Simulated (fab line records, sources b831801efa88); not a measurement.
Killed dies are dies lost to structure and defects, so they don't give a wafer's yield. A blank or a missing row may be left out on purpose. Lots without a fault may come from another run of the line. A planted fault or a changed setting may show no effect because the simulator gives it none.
Which tool did it? | flow gf180mcu | 13 lots, 39 wafers sampled, at 4 steps of a route of 602

WHAT THE GAUGES READ, wafer by wafer
GF_VT_IMPLANT_OVL_MEAS_07. Usual: VT_IMPLANT_OVL 0.1 nm, standard deviation 1.4.
lot  | measured     | on         | VT_IMPLANT_OVL (nm) | flag
L845 | day 6 03:08  | overlay-01 | 0.1 1.7 0.8         |
L847 | day 6 14:32  | overlay-02 | 1.1 0.3 0.0         |
L850 | day 7 10:27  | overlay-02 | 0.0 -1.7 -1.1       |
L851 | day 7 17:59  | overlay-01 | -0.1 -0.7 -0.6      |
L854 | day 8 11:50  | overlay-02 | 0.2 -0.7 0.8        |
L855 | day 8 17:08  | overlay-01 | 0.6 0.1 0.7         |
L859 | day 9 16:34  | overlay-02 | 1.7 -1.8 0.7        |
L860 | day 9 22:32  | overlay-01 | 1.5 1.2 1.3         |
L861 | day 10 04:15 | overlay-01 | 0.9 -0.8 2.2        |
L863 | day 10 19:51 | overlay-01 | -2.2 -0.6 -1.3      |
L864 | day 11 03:05 | overlay-02 | -1.3 -1.0 0.2       |
L865 | day 11 08:02 | overlay-02 | -0.8 1.2 1.2        |
L866 | day 11 13:23 | overlay-01 | -0.9 -1.2 0.2       |

GF_HV_LDD_CD_MEAS_19: target cd 400 nm. Usual: cd_nm 399.3 nm, standard deviation 2.1.
lot  | measured     | on        | cd_nm (nm)        | flag
L845 | day 11 07:59 | cd_sem-01 | 399.1 397.3 397.4 |
L847 | day 11 21:38 | cd_sem-02 | 399.7 401.7 401.9 |
L850 | day 13 00:55 | cd_sem-02 | 400.2 401.8 400.6 |
L851 | day 13 08:30 | cd_sem-02 | 400.7 399.5 398.4 |
L854 | day 14 08:10 | cd_sem-01 | 394.6 393.3 396.7 |
L855 | day 14 11:46 | cd_sem-01 | 397.5 397.6 398.7 |
L859 | day 15 17:35 | cd_sem-01 | 294.2 290.1 291.7 | OFF
L860 | day 15 22:44 | cd_sem-02 | 290.1 290.4 289.6 | OFF
L861 | day 16 08:22 | cd_sem-02 | 400.0 400.0 398.3 |
L863 | day 17 05:22 | cd_sem-02 | 397.2 394.9 395.9 |
L864 | day 17 10:28 | cd_sem-02 | 396.8 397.7 396.5 |
L865 | day 17 20:54 | cd_sem-01 | 403.0 402.7 402.6 |
L866 | day 18 00:21 | cd_sem-01 | 401.0 398.7 397.3 |

GF_HV_LDD_CD_MEAS_31: target cd 400 nm. Usual: cd_nm 400.1 nm, standard deviation 1.9.
lot  | measured     | on        | cd_nm (nm)        | flag
L845 | day 12 02:56 | cd_sem-01 | 401.2 402.8 402.7 |
L847 | day 12 17:34 | cd_sem-02 | 400.6 400.8 399.8 |
L850 | day 13 21:25 | cd_sem-02 | 403.7 402.5 405.2 |
L851 | day 14 05:05 | cd_sem-01 | 398.0 399.8 398.5 |
L854 | day 15 05:49 | cd_sem-02 | 400.7 400.8 400.5 |
L855 | day 15 09:13 | cd_sem-02 | 397.9 400.1 396.2 |
L859 | day 16 16:06 | cd_sem-01 | 399.9 400.8 400.6 |
L860 | day 16 21:47 | cd_sem-02 | 398.8 400.3 400.2 |
L861 | day 17 07:16 | cd_sem-02 | 401.2 402.4 401.6 |
L863 | day 18 04:16 | cd_sem-02 | 396.6 397.3 395.6 |
L864 | day 18 10:30 | cd_sem-01 | 397.4 400.1 397.9 |
L865 | day 18 21:09 | cd_sem-01 | 403.3 401.9 404.2 |
L866 | day 18 23:59 | cd_sem-02 | 400.2 400.2 399.5 |

WHICH TOOL RAN EACH LOT (tool, then ch and the chambers of the sampled wafers, then the start)
lot  | GF_HV_LDD_DEVELOP_18
L845 | litho_track-04 ch 0, day 11 07:50
L847 | litho_track-02 ch 0, day 11 21:29
L850 | litho_track-02 ch 0, day 13 00:46
L851 | litho_track-03 ch 0, day 13 08:21
L854 | litho_track-02 ch 0, day 14 08:01
L855 | litho_track-03 ch 0, day 14 11:38
L859 | litho_track-02 ch 0, day 15 17:26
L860 | litho_track-02 ch 0, day 15 22:35
L861 | litho_track-03 ch 0, day 16 08:14
L863 | litho_track-04 ch 0, day 17 05:13
L864 | litho_track-03 ch 0, day 17 10:20
L865 | litho_track-03 ch 0, day 17 20:45
L866 | litho_track-03 ch 0, day 18 00:12
- GF_HV_LDD_DEVELOP_18: develop time 60 s.

WHAT THE TOOLS THEMSELVES READ (means of the sampled wafers that have a number; where no wafer has one, the mark that the record gives instead)
GF_HV_LDD_DEVELOP_18. Usual: resist_line_temp_C 22.99 C, standard deviation 0.1.
lot  | tool           | resist_line_temp_C (C) | flag
L845 | litho_track-04 | 23.02                  |
L847 | litho_track-02 | 23.04                  |
L850 | litho_track-02 | 22.94                  |
L851 | litho_track-03 | 22.97                  |
L854 | litho_track-02 | 22.86                  |
L855 | litho_track-03 | 22.96                  |
L859 | litho_track-02 | 23.00                  |
L860 | litho_track-02 | 23.01                  |
L861 | litho_track-03 | 22.98                  |
L863 | litho_track-04 | 22.97                  |
L864 | litho_track-03 | 22.99                  |
L865 | litho_track-03 | 23.12                  |
L866 | litho_track-03 | 23.08                  |

THE ANSWER, worked out from the rows above alone
Rule: a lot is off if the mean of its wafers that have a number lies more than 3 standard deviations from the usual mean. A lot without any number at a reading at which 4 lots or more have one is off too. The other lots that the step has rows for count as sound. The gauges are gone through in route order, then the tools' own readings, and for those a lot's mean is taken as printed above. The first step at which some lot is off is used, and at that step the reading that is off furthest; a lot without a number counts as furthest.
Off: L859, L860, at GF_HV_LDD_CD_MEAS_19 (cd_nm).
A tool fits if, at a process step before that reading, it ran every lot that is off, and no sound lot after the first of them. The gauges at GF_HV_LDD_CD_MEAS_19 are tried like those tools. One fits: litho_track-02 at GF_HV_LDD_DEVELOP_18. Its last sound lot is L854 (day 14 08:01), its first lot that is off L859 (day 15 17:26): a fault that began between those two fits.

WHAT THE SIMULATOR HAD PUT IN
Process parameter drift: litho_track-02, from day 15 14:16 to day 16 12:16, at GF_HV_LDD_DEVELOP_18. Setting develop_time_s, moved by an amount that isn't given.
Lots struck among those shown: L859, L860. The rule above found the same.
